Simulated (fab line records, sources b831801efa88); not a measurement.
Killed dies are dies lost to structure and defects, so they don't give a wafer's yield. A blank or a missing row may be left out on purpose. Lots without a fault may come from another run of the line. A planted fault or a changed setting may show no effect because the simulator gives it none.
Which tool did it? | flow sky130 | 14 lots, 42 wafers sampled, at 3 steps of a route of 708

WHAT THE GAUGES READ, wafer by wafer
SKY_SONOS_TUNNEL_OVL_MEAS_08.
lot  | measured     | on         | SONOS_TUNNEL_OVL (nm)
L577 | day 11 15:12 | overlay-02 | -0.1 -0.7 -0.4
L579 | day 12 07:28 | overlay-02 | -1.2 -2.7 -3.0
L580 | day 12 14:34 | overlay-02 | -1.1 -2.0 -2.8
L581 | day 13 01:22 | overlay-01 | -0.1 -1.5 -2.8
L582 | day 13 02:17 | overlay-02 | -0.1 1.1 0.4
L583 | day 13 11:53 | overlay-02 | -2.5 -2.1 -1.5
L584 | day 13 21:32 | overlay-02 | -2.5 1.4 -1.3
L588 | day 15 01:08 | overlay-02 | 1.1 -0.9 -1.3
L590 | day 15 16:06 | overlay-01 | -5.1 -5.5 -2.7
L592 | day 16 18:08 | overlay-02 | -1.2 -0.3 -0.1
L595 | day 17 11:03 | overlay-01 | -0.7 -1.7 0.4
L597 | day 18 06:23 | overlay-01 | -1.4 -1.9 -1.1
L598 | day 18 15:46 | overlay-01 | -1.3 -2.8 -3.8
L599 | day 18 22:54 | overlay-01 | -0.2 -1.1 -1.3

SKY_VIA1_OVL_MEAS_13.
lot  | measured     | on         | VIA1_OVL (nm)
L577 | day 34 10:52 | overlay-02 | 8 3 0
L579 | day 35 04:34 | overlay-01 | -8 -4 3
L580 | day 35 09:23 | overlay-01 | 4 3 4
L581 | day 35 19:45 | overlay-02 | 12 10 13
L582 | day 35 22:43 | overlay-02 | 6 -5 -5
L583 | day 36 02:43 | overlay-01 | 7 3 -2
L584 | day 36 13:55 | overlay-02 | -4 -1 3
L588 | day 37 13:29 | overlay-01 | 2 2 5
L590 | day 38 01:39 | overlay-02 | 0 -6 1
L592 | day 38 23:33 | overlay-01 | -15 -7 -6
L595 | day 39 19:06 | overlay-01 | 5 5 10
L597 | day 40 09:52 | overlay-02 | 2 3 5
L598 | day 40 16:45 | overlay-01 | 2 18 13
L599 | day 40 22:38 | overlay-01 | -4 -8 -5

WHICH TOOL RAN EACH LOT (tool, then ch and the chambers of the sampled wafers, then the start)
lot  | SKY_LOCAL_INTERCONNECT_DEVELOP_10
L577 | litho_track-04 ch 0, day 30 19:00
L579 | litho_track-04 ch 0, day 31 14:00
L580 | litho_track-03 ch 0, day 31 21:00
L581 | litho_track-04 ch 0, day 32 08:00
L582 | litho_track-03 ch 0, day 32 11:00
L583 | litho_track-04 ch 0, day 32 14:00
L584 | litho_track-02 ch 0, day 33 02:00
L588 | litho_track-04 ch 0, day 34 02:00
L590 | litho_track-04 ch 0, day 34 15:00
L592 | litho_track-02 ch 0, day 35 15:00
L595 | litho_track-02 ch 0, day 36 09:00
L597 | litho_track-02 ch 0, day 37 03:00
L598 | litho_track-04 ch 0, day 37 07:00
L599 | litho_track-04 ch 0, day 37 16:00
- SKY_LOCAL_INTERCONNECT_DEVELOP_10: develop time 60 s.

WHAT THE TOOLS THEMSELVES READ (means of the sampled wafers that have a number; where no wafer has one, the mark that the record gives instead)
SKY_LOCAL_INTERCONNECT_DEVELOP_10.
lot  | tool           | developer_temp_C (C) | exhaust_pa (Pa)
L577 | litho_track-04 | 21.10                | 46.0
L579 | litho_track-04 | 21.10                | 45.0
L580 | litho_track-03 | 21.06                | 45.0
L581 | litho_track-04 | 21.04                | 44.4
L582 | litho_track-03 | 21.03                | 46.3
L583 | litho_track-04 | 21.09                | 45.4
L584 | litho_track-02 | 21.05                | 45.6
L588 | litho_track-04 | 23.11                | 45.7
L590 | litho_track-04 | 23.22                | 45.9
L592 | litho_track-02 | 20.99                | 45.1
L595 | litho_track-02 | 21.07                | 44.2
L597 | litho_track-02 | 21.03                | 44.6
L598 | litho_track-04 | 20.95                | 45.4
L599 | litho_track-04 | 21.01                | 44.6

THE ANSWER, worked out from the rows above alone
Rule: what is usual is taken from the lots themselves. Put in order of their means at a reading, lots are off if they are a third of the lots or fewer, leave a main group of 4 or more, and stand apart from it by a gap of 3 or more times the standard deviation of the main group's means; of several such gaps the widest counts. A main group whose means are all the same, to the digits that the tables above print for the reading, isn't used. A lot without any number at a reading at which 4 lots or more have one is off too. The other lots that the step has rows for count as sound. The gauges are gone through in route order, then the tools' own readings, and for those a lot's mean is taken as printed above. The first step at which some lot is off is used, and at that step the reading that is off furthest; a lot without a number counts as furthest.
Off: L588, L590, at SKY_LOCAL_INTERCONNECT_DEVELOP_10 (developer_temp_C). The main group: mean 21.04 C, standard deviation 0.043.
A tool fits if, at that step or a process step before it, it ran every lot that is off, and no sound lot after the first of them. None of those tried fits.

WHAT THE SIMULATOR HAD PUT IN
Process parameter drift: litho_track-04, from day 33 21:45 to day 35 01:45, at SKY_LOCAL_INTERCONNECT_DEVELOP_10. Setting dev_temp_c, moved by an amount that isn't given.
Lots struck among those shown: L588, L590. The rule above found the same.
